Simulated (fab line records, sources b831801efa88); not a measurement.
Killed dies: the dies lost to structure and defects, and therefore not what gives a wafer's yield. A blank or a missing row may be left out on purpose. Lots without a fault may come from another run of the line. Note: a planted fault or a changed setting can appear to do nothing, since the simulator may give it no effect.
Problem report, 8D (eight disciplines) form, completed by code | flow gf180mcu | the parts of the form that need people (team, actions taken, sign-off) are left out

## 1. THE PROBLEM
Mean of rf-fwd-power-W at GF_PASSIVATION_CVD_00: 692.6 W across 6 wafers in 2 lots; on wafers with no fault it is 597.1 W (standard deviation 1.9). That is +50 standard deviations from the usual mean.
The step: deposits SiO2 from TEOS, target thk 1000 nm, time 111.95 s.
Seen first at day 30 06:44 on pecvd-01, wafer L582.1. Wafers with a number at this step in the record: 39, from 13 lots. Rule for "out", or "out of limits": more than 4 standard deviations from the usual mean. The other wafers with a number count as sound.

## 2. WHAT IT IS AND WHAT IT IS NOT
question                    | is                     | is not
which readings at this step | rf-fwd-power-W         | -
which lots                  | L582, L583             | L577, L579, L580, L589, L591, L592, L593, L595, L596, L597, L598
which wafers of those lots  | all that have a number | -
read on which tools         | pecvd-01               | pecvd-03, pecvd-04
when                        | from day 30 06:44      | up to then (9 sound wafers); but 24 sound wafers of L589, L591, L592, L593, L595, L596, L597, L598 came after

## 3. WHAT RULES OUT EACH SUSPECT
Counting: a tool stays on the suspect list if, at a process step up to the reading, it processed all lots that are out and no sound lot following the first of them.
- pecvd-01 at GF_PASSIVATION_CVD_00 (deposits SiO2 from TEOS, target thk 1000 nm, time 111.95 s): ruled out as a lasting fault. Following L582 (day 30 06:44), the first lot on it that is out, the sound lots L593, L596, L598 were run on it.
Left after counting: nothing in the record.

## 4. THE CAUSE (what the simulator had put in)
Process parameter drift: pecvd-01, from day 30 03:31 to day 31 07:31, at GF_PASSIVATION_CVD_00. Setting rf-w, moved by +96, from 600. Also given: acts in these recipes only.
Counting ruled it out, wrongly.

## 5. SEQUENCE OF EFFECTS, ordered by route
Rows list readings where the struck wafers' mean (over those with a number) sits beyond 3 standard deviations from the usual. Readings are gone through only where the record gives a usual standard deviation; hours: the median, over the lots, of the time from a lot's start at the first step in this table giving one to that lot's start at this step; sigmas: the change measured in usual standard deviations.
hours | step                  | reading        | usual   | on struck wafers | change | sigmas
0     | GF_PASSIVATION_CVD_00 | rf-fwd-power-W | 597.1 W | 692.6            | +95.5  | +50
Here are the process steps it includes:
- GF_PASSIVATION_CVD_00: deposits SiO2 from TEOS, target thk 1000 nm, time 111.95 s.
Later steps that measure or inspect, where all struck wafers having a row at the step show a number for every such reading and not one has moved that far: GF_PASSIVATION_THK_MEAS_03.

## 6. WHAT WOULD HAVE CAUGHT IT SOONER
In this record the first reading out of limits was taken at day 30 06:44, 3 hours after the fault began at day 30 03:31.
